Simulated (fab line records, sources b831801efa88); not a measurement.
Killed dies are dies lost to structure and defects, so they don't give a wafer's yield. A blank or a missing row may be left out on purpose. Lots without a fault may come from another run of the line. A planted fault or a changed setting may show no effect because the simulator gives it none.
Split-lot experiment | flow sky130 | 5 lots, 27 wafers read, on a route of 708 steps

THE SPLIT
At SKY_VIA4_HDPCVD_00 (deposits SiO2, target thk 1750 nm, time 291.7 s), the setting time_s was moved away from the recipe's 291.7 s on 6 of the 27 wafers read, by -49.3% to +44.8%. The other wafers ran this setting at the recipe's value.

The file shows no step between the split and the reading.

THE READING
VIA4_HDPCVD_THK, in nm, at SKY_VIA4_THK_MEAS_01. Fault-free wafers of this fab line usually give 1748 nm, standard deviation 18 nm.

wafer  | tool, chamber at the split | time_s as run, s | against the recipe | VIA4_HDPCVD_THK, nm | against lot-mates on the recipe
L076.1 | hdpcvd-01, 0               | 422.4            | +44.8%             | 2542                | +784
L076.2 | hdpcvd-01, 1               | 291.7            | recipe             | 1761                | -
L076.3 | hdpcvd-01, 2               | 291.7            | recipe             | 1757                | -
L076.4 | hdpcvd-01, 0               | 422.4            | +44.8%             | 2543                | +785
L076.5 | hdpcvd-01, 2               | 291.7            | recipe             | 1757                | -
L076.6 | hdpcvd-01, 1               | 422.4            | +44.8%             | 2541                | +783
L077.1 | hdpcvd-02, 2               | 291.7            | recipe             | 1764                | -
L077.3 | hdpcvd-02, 0               | 291.7            | recipe             | 1717                | -
L077.4 | hdpcvd-02, 2               | 291.7            | recipe             | 1767                | -
L078.1 | hdpcvd-02, 1               | 291.7            | recipe             | 1732                | -
L078.2 | hdpcvd-02, 0               | 291.7            | recipe             | 1738                | -
L078.3 | hdpcvd-02, 2               | 291.7            | recipe             | 1716                | -
L078.4 | hdpcvd-02, 1               | 291.7            | recipe             | 1724                | -
L078.5 | hdpcvd-02, 2               | 291.7            | recipe             | 1711                | -
L078.6 | hdpcvd-02, 0               | 291.7            | recipe             | 1723                | -
L080.1 | hdpcvd-02, 1               | 291.7            | recipe             | 1752                | -
L080.2 | hdpcvd-02, 0               | 291.7            | recipe             | 1762                | -
L080.3 | hdpcvd-02, 2               | 291.7            | recipe             | 1744                | -
L080.4 | hdpcvd-02, 0               | 291.7            | recipe             | 1775                | -
L080.5 | hdpcvd-02, 2               | 291.7            | recipe             | 1735                | -
L080.6 | hdpcvd-02, 1               | 291.7            | recipe             | 1730                | -
L085.1 | hdpcvd-01, 2               | 147.9            | -49.3%             | 889                 | -868
L085.2 | hdpcvd-01, 0               | 147.9            | -49.3%             | 908                 | -849
L085.3 | hdpcvd-01, 1               | 147.9            | -49.3%             | 908                 | -849
L085.4 | hdpcvd-01, 0               | 291.7            | recipe             | 1760                | -
L085.5 | hdpcvd-01, 1               | 291.7            | recipe             | 1745                | -
L085.6 | hdpcvd-01, 2               | 291.7            | recipe             | 1765                | -

THE FIT
A straight line over all 27 wafers: VIA4_HDPCVD_THK changes by +17.4 nm for each +1% of time_s; r = +1.00; the points scatter about the line by 19 nm.
The same after taking each lot's own level away (the mean of its wafers on the recipe; 27 wafers): +17.4 nm for each +1%; r = +1.00; scatter 13 nm.
On that fit, the largest move of time_s shifts the reading by 8.6e+02 nm.
The lots' own levels span 1724.0 to 1758.3 nm, that is 1.9 times the standard deviation above.
So the lot-to-lot level changes the slope little: the two slopes agree.
Check: with one of the wafers moved furthest among these (-49.3%) left out of the fit, the line predicts -855 nm for it against its lot-mates. It came out at -868 nm against them.

OTHER SPLITS ON THESE WAFERS
These wafers also went through other splits before the reading. Each is held against what the fit with the lots' levels taken away leaves over:
other split on the same wafers               | wafers away from the commonest value | r with VIA4_HDPCVD_THK (lot level and that fit taken away)
SKY_FIELD_ISO_WET_ETCH_18 time_s             | 21                                   | -0.03
SKY_VT_ADJUST_HVTR_DEVELOP_06 develop_time_s | 9                                    | -0.05
SKY_GATE_OXIDE_OXIDATION_16 ox_time_s        | 21                                   | +0.04
SKY_METAL2_SPUTTER_03 time_s                 | 9                                    | +0.00
SKY_VIA2_ETCH_14 time_s                      | 12                                   | -0.08
SKY_METAL4_DEVELOP_12 develop_time_s         | 9                                    | -0.15

THE WHOLE CHAIN: every reading that the file lists as answering this split, in the file's order
step                 | what it does                                    | reading                                                                        | change (the file's fit)              | r (the file's)
SKY_VIA4_HDPCVD_00   | deposits SiO2, target thk 1750 nm, time 291.7 s | SiO2_of_VIA4_HDPCVD_00.thk_nm (the simulator's own value, which no gauge read) | +17.4 nm for each +1% of the setting | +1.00
SKY_VIA4_THK_MEAS_01 |                                                 | VIA4_HDPCVD_THK                                                                | +17.4 for each +1% of the setting    | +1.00

THE FILE'S OWN FIT
VIA4_HDPCVD_THK changes by +17.4 nm for each +1% of time_s, r = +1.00.
